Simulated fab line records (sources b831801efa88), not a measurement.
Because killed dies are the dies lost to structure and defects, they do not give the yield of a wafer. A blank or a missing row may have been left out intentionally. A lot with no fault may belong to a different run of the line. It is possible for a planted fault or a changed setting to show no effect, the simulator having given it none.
Which of the tools did it? | flow gf180mcu | 12 lots, 36 wafers sampled, at 6 steps of a route of 602

WHAT EACH GAUGE READ, for each wafer
GF_HV_LDD_CD_MEAS_31: the cd target is 400 nm. Usual: cd-nm at 399.0 nm, with a standard deviation of 2.1.
lot  | measured     | on        | cd-nm (nm)        | flag
L201 | day 12 01:16 | cd-sem-02 | 402.3 401.2 402.3 |
L202 | day 12 08:41 | cd-sem-02 | 400.9 401.7 402.0 |
L203 | day 12 22:40 | cd-sem-02 | 401.1 402.4 402.8 |
L204 | day 13 01:50 | cd-sem-01 | 400.0 399.4 399.9 |
L205 | day 13 06:15 | cd-sem-02 | 399.3 398.0 398.2 |
L208 | day 14 04:09 | cd-sem-01 | 398.5 397.4 396.9 |
L209 | day 14 10:10 | cd-sem-01 | 397.1 394.1 393.1 |
L210 | day 14 22:08 | cd-sem-02 | 397.5 394.7 396.4 |
L211 | day 15 03:02 | cd-sem-02 | 399.8 400.3 400.7 |
L214 | day 16 01:44 | cd-sem-01 | 395.2 397.0 394.3 |
L221 | day 18 16:41 | cd-sem-01 | 401.5 400.9 401.0 |
L223 | day 19 02:14 | cd-sem-02 | 397.1 400.0 398.6 |

GF_HV_LDD_TW_MEAS_38. Usual: for HV_LDD_3_TW the level is 1436 and the standard deviation is 7.2.
lot  | measured     | on            | HV_LDD_3_TW    | flag
L201 | day 12 02:12 | film-metro-04 | 1431 1426 1430 |
L202 | day 12 09:33 | film-metro-04 | 1426 1431 1430 |
L203 | day 12 23:31 | film-metro-03 | 1425 1424 1426 |
L204 | day 13 02:41 | film-metro-03 | 1438 1438 1440 |
L205 | day 13 07:05 | film-metro-04 | 1442 1437 1436 |
L208 | day 14 04:59 | film-metro-04 | 1437 1431 1440 |
L209 | day 14 11:01 | film-metro-03 | 1437 1455 1444 |
L210 | day 14 22:59 | film-metro-03 | 1441 1449 1451 |
L211 | day 15 03:53 | film-metro-04 | 1443 1434 1437 |
L214 | day 16 02:35 | film-metro-04 | 1426 1438 1440 |
L221 | day 18 17:31 | film-metro-04 | 1414 1411 1405 | OFF
L223 | day 19 03:07 | film-metro-03 | 1409 1404 1401 | OFF

GF_HV_LDD_RS_MEAS_53: measures by four-point-probe. Usual: for HV_LDD_RS the level is 418.3 ohm/sq and the standard deviation is 0.8.
lot  | measured     | on            | HV_LDD_RS (ohm/sq) | flag
L201 | day 12 21:48 | film-metro-04 | 418.5 419.6 418.3  |
L202 | day 13 06:11 | film-metro-04 | 417.7 417.2 418.6  |
L203 | day 13 19:50 | film-metro-03 | 419.0 418.4 419.2  |
L204 | day 13 23:25 | film-metro-04 | 419.7 418.5 419.4  |
L205 | day 14 03:50 | film-metro-04 | 417.6 418.0 419.0  |
L208 | day 15 02:35 | film-metro-04 | 417.8 417.6 417.6  |
L209 | day 15 08:27 | film-metro-03 | 417.3 419.0 417.9  |
L210 | day 15 21:07 | film-metro-03 | 416.4 417.0 416.3  |
L211 | day 16 02:17 | film-metro-04 | 417.9 417.8 417.8  |
L214 | day 17 01:10 | film-metro-03 | 417.8 417.0 418.7  |
L221 | day 19 18:29 | film-metro-03 | 422.8 422.6 422.4  | OFF
L223 | day 20 04:23 | film-metro-03 | 423.1 422.7 423.1  | OFF

GF_SAB_OVL_MEAS_10. Usual: for SAB_OVL the level is 1.5 nm and the standard deviation is 1.4.
lot  | measured     | on         | SAB_OVL (nm)  | flag
L201 | day 15 15:01 | overlay-01 | 2.1 1.8 0.5   |
L202 | day 16 01:25 | overlay-02 | 0.8 -0.9 -0.3 |
L203 | day 16 15:02 | overlay-02 | 2.1 1.6 2.1   |
L204 | day 16 19:40 | overlay-01 | 0.3 4.3 2.4   |
L205 | day 17 00:23 | overlay-01 | 3.5 3.2 4.7   |
L208 | day 18 01:35 | overlay-02 | 0.6 -0.1 2.8  |
L209 | day 18 07:46 | overlay-02 | 2.1 0.3 0.5   |
L210 | day 18 22:22 | overlay-01 | 0.7 1.8 0.9   |
L211 | day 19 04:40 | overlay-01 | 2.0 0.5 2.1   |
L214 | day 20 05:19 | overlay-02 | 1.0 3.2 1.9   |
L221 | day 22 22:28 | overlay-02 | -1.8 1.6 3.6  |
L223 | day 23 05:37 | overlay-01 | 2.0 2.5 2.3   |

WHICH TOOL RAN EACH LOT (tool, then ch and the chambers of the sampled wafers, then the start)
lot  | GF_DUAL_GATE_STRIP_13                | GF_HV_LDD_IMPLANT_35
L201 | plasma-asher-01 ch 0,1, day 8 19:58  | implanter-03 ch 0, day 12 01:43
L202 | plasma-asher-01 ch 0,1, day 9 00:28  | implanter-03 ch 0, day 12 09:09
L203 | plasma-asher-01 ch 0,1, day 9 15:29  | implanter-03 ch 0, day 12 23:07
L204 | plasma-asher-01 ch 0,1, day 9 16:08  | implanter-01 ch 0, day 13 02:17
L205 | plasma-asher-01 ch 0,1, day 9 21:06  | implanter-03 ch 0, day 13 06:43
L208 | plasma-asher-04 ch 0,1, day 10 17:09 | implanter-04 ch 0, day 14 04:37
L209 | plasma-asher-04 ch 0,1, day 10 21:22 | implanter-01 ch 0, day 14 10:37
L210 | plasma-asher-01 ch 0,1, day 11 08:22 | implanter-01 ch 0, day 14 22:35
L211 | plasma-asher-01 ch 0,1, day 11 12:11 | implanter-04 ch 0, day 15 03:29
L214 | plasma-asher-01 ch 0,1, day 12 08:31 | implanter-01 ch 0, day 16 02:11
L221 | plasma-asher-04 ch 0,1, day 14 13:05 | implanter-01 ch 0, day 18 17:08
L223 | plasma-asher-03 ch 0,1, day 15 02:09 | implanter-01 ch 0, day 19 02:41
- GF_DUAL_GATE_STRIP_13: strips in O2/N2.
- GF_HV_LDD_IMPLANT_35

AS READ BY THE TOOLS THEMSELVES (means over the sampled wafers that have a number; for cases with no such wafer, the mark the record gives instead)
GF_DUAL_GATE_STRIP_13. Usual: chamber-pressure-mTorr 1500.1 mTorr, standard deviation 1.4; drypump-motor-current-A 5.3 A, standard deviation 0.38; heater-power-w 343 W, standard deviation 30; oes-product-au 0.716 a.u., standard deviation 0.0045; strip-time-to-endpoint-s 12.64 s, standard deviation 0.03.
lot  | tool            | chamber-pressure-mTorr (mTorr) | drypump-motor-current-A (A) | heater-power-w (W) | oes-product-au (a.u.) | strip-time-to-endpoint-s (s) | flag
L201 | plasma-asher-01 | 1499.5                         | 5.3                         | 335                | 0.717                 | 12.65                        |
L202 | plasma-asher-01 | 1499.1                         | 5.5                         | 348                | 0.716                 | 12.60                        |
L203 | plasma-asher-01 | 1500.5                         | 5.3                         | 342                | 0.718                 | 12.66                        |
L204 | plasma-asher-01 | 1500.1                         | 5.5                         | 353                | 0.717                 | 12.65                        |
L205 | plasma-asher-01 | 1500.7                         | 5.5                         | 350                | 0.717                 | 12.64                        |
L208 | plasma-asher-04 | 1500.6                         | 5.4                         | 361                | 0.719                 | 12.65                        |
L209 | plasma-asher-04 | 1501.0                         | 5.4                         | 371                | 0.712                 | 12.65                        |
L210 | plasma-asher-01 | 1500.3                         | 5.5                         | 352                | 0.712                 | 12.67                        |
L211 | plasma-asher-01 | 1499.8                         | 5.4                         | 351                | 0.717                 | 12.67                        |
L214 | plasma-asher-01 | 1500.5                         | 5.5                         | 356                | 0.715                 | 12.64                        |
L221 | plasma-asher-04 | 1500.4                         | 5.4                         | 365                | 0.716                 | 12.63                        |
L223 | plasma-asher-03 | 1502.0                         | 4.8                         | 328                | 0.715                 | 12.59                        |

GF_HV_LDD_IMPLANT_35. Usual: dose-ions-cm2 7.5e+12, standard deviation 7.8e+09; faraday-current-uA 42.2, standard deviation 0.75.
lot  | tool         | dose-ions-cm2 | faraday-current-uA | flag
L201 | implanter-03 | 7.5e+12       | 42.2               |
L202 | implanter-03 | 7.5e+12       | 42.6               |
L203 | implanter-03 | 7.5e+12       | 42.0               |
L204 | implanter-01 | 7.5e+12       | 41.6               |
L205 | implanter-03 | 7.5e+12       | 42.9               |
L208 | implanter-04 | 7.5e+12       | 42.6               |
L209 | implanter-01 | 7.5e+12       | 42.1               |
L210 | implanter-01 | 7.5e+12       | 41.9               |
L211 | implanter-04 | 7.5e+12       | 42.8               |
L214 | implanter-01 | 7.5e+12       | 41.7               |
L221 | implanter-01 | 5.8e+12       | 33.0               | OFF
L223 | implanter-01 | 5.8e+12       | 31.9               | OFF

THE ANSWER, worked out from the rows above alone
Rule: a lot counts as off when the mean over its wafers that have a number is more than 3 standard deviations away from the usual mean. Also off: a lot with no number at a reading for which 4 or more lots have one. All remaining lots with rows at the step are treated as sound. First the gauges in route order, then the tools' own readings, where a lot's mean is used as printed above. The first step at which some lot is off is used, and at that step the reading that is off furthest; a lot without a number counts as furthest.
Off: L221, L223, at GF_HV_LDD_TW_MEAS_38 (HV_LDD_3_TW).
If a tool, at a process step before that reading, ran all the lots that are off and no sound lot after the first of them, it fits. Not tried: the gauges at GF_HV_LDD_TW_MEAS_38; whatever is off there is also off at GF_HV_LDD_IMPLANT_35, on other tools, and gauge error can't account for it. One candidate fits, namely implanter-01 at GF_HV_LDD_IMPLANT_35. A fault onset in the window from L214 (day 16 02:11, its last sound lot) to L221 (day 18 17:08, its first lot off) fits.
The tool's own readings at GF_HV_LDD_IMPLANT_35 bear it out: on the lots that are off they differ by more than 5 times the standard deviation of the sound lots' means. dose-ions-cm2 reads 5.8e+12 there against 7.5e+12 on the sound lots; faraday-current-uA reads 32.5 there against 42.2 on the sound lots.

WHAT THE SIMULATOR HAD PUT IN
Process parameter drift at GF_HV_LDD_IMPLANT_35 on implanter-01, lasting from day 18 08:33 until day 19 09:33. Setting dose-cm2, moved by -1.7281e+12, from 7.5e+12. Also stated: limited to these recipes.
Shown lots that were struck: L221, L223. The same result came from the rule above.
